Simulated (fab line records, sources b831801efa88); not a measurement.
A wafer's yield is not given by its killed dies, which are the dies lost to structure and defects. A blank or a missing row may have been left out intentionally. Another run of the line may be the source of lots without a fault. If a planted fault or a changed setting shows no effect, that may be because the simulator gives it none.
A lot that was struck, set against a sound lot | flow sky130 | 16 out of 708 route steps
Sound: the wafers L964.1, L964.2, L964.5. Wafers struck: L975.1, L975.2. The cause comes at the end.
For every step that has rows: the tool of each side, followed by ch and its chambers, followed by its first start. Under that, the readings that differ: sound wafers | struck wafers | difference of the means | sigmas: that difference in standard deviations of wafers without a fault.
alike: readings whose means differ by less than 2 such deviations, and words and numbers that are the same on both sides. not compared: withheld readings, readings that some wafer has no value for, bounds like >300 that may hide the same value, and numbers for which the record gives no deviation and whose values overlap.
Wherever a step has rows on one side only, a row that says differs or no value, or a row with sigmas, the two part there. Non-overlapping numbers with no deviation appear without sigmas and do not part them. A reading missing from all wafers of one side parts the sides only when that side holds two or more wafers.

SKY_METAL5_SPUTTER_03: material Ti, target thk 5 nm, time 3.3 s.
  sound: pvd sputter-02 at day 44 21:35; struck: pvd sputter-02 at day 46 16:04
  alike: throttle valve pct
SKY_METAL5_SPUTTER_04: material TiN, target thk 70 nm, time 58.3 s.
  sound: pvd sputter-02 at day 44 21:37; struck: pvd sputter-02 at day 46 16:05
  alike: throttle valve pct
SKY_METAL5_RS_MEAS_05: uses a four-point probe to measure.
  sound: film metro-02 at day 44 21:40; struck: film metro-03 at day 46 16:08
  alike: METAL5_ALCU_RS
SKY_METAL5_THK_MEAS_06: measures by xrf.
  sound: film metro-02 at day 44 21:47; struck: film metro-03 at day 46 16:16
  alike: METAL5_ALCU_THK
then, 7 steps without rows for these wafers: SKY_METAL5_DEHYDRATE_07 (time 60 s); SKY_METAL5_HMDS_08 (prime time 60 s); SKY_METAL5_COAT_09 (resist thk 1800 nm); SKY_METAL5_SOFTBAKE_10 (time 60 s); SKY_METAL5_EXPOSE_11 (exposes mask MM5, target cd 1600 nm); SKY_METAL5_PEB_12; SKY_METAL5_DEVELOP_13 (develop time 60 s).
SKY_METAL5_DESCUM_14: chemistry O2, time 11 s.
  sound on rie metal-03 ch 0,1, day 45 18:45; struck on rie metal-03 ch 0,1, day 47 11:32
  alike: drypump motor current A, oes product au, rf fwd power W
  not compared: rf hours counter h
SKY_METAL5_METAL_ETCH_15: etches the open film in Cl2/BCl3, stops on SiO2, target depth 1260 nm, time 252 s.
  sound on rie metal-03 ch 0,1, day 45 18:47; struck on rie metal-03 ch 0,1, day 47 11:34
  reading                                     | sound             | struck      | difference | sigmas
  oes product au (a.u.)                       | 0.885 0.891 0.901 | 0.855 0.860 | -0.035     | -7
  model.NOVOLAK_of_METAL5_COAT_09.thk nm (nm) | 1031 1020 1024    | 1204 1201   | +178       |
  model.etch.depth nm (nm)                    | 1253 1258 1266    | 1165 1179   | -87        |
  model.METAL5.feature depth nm (nm)          | 1253 1258 1266    | 1165 1179   | -87        |
  alike: drypump motor current A, rf fwd power W, throttle valve pct
  not compared: rf hours counter h
SKY_METAL5_STRIP_16: strips in O2/N2.
  sound on plasma asher-03 ch 0,1, day 45 19:01; struck on plasma asher-02 ch 0,1, day 47 11:49
  reading                      | sound             | struck      | difference | sigmas
  strip time to endpoint s (s) | 13.03 12.90 12.95 | 14.98 14.96 | +2.01      | +20
  alike: drypump motor current A, n2 flow sccm, oes product au
  not compared: rf hours counter h
then, 1 step without rows for these wafers: SKY_METAL5_STRIP_17 (strips in post etch residue remover, time 1200 s).
SKY_PAD_OPEN_PROBE_99:
  only the struck wafers here have rows in the record (prober-01, day 49 05:19); the sound ones have none

== WHERE THEY PART ==
Earliest at SKY_METAL5_METAL_ETCH_15; latest, in this record, at SKY_PAD_OPEN_PROBE_99.

WHY: the cause the simulator had injected
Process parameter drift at SKY_METAL5_METAL_ETCH_15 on rie metal-03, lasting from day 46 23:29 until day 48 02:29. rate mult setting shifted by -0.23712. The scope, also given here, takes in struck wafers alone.
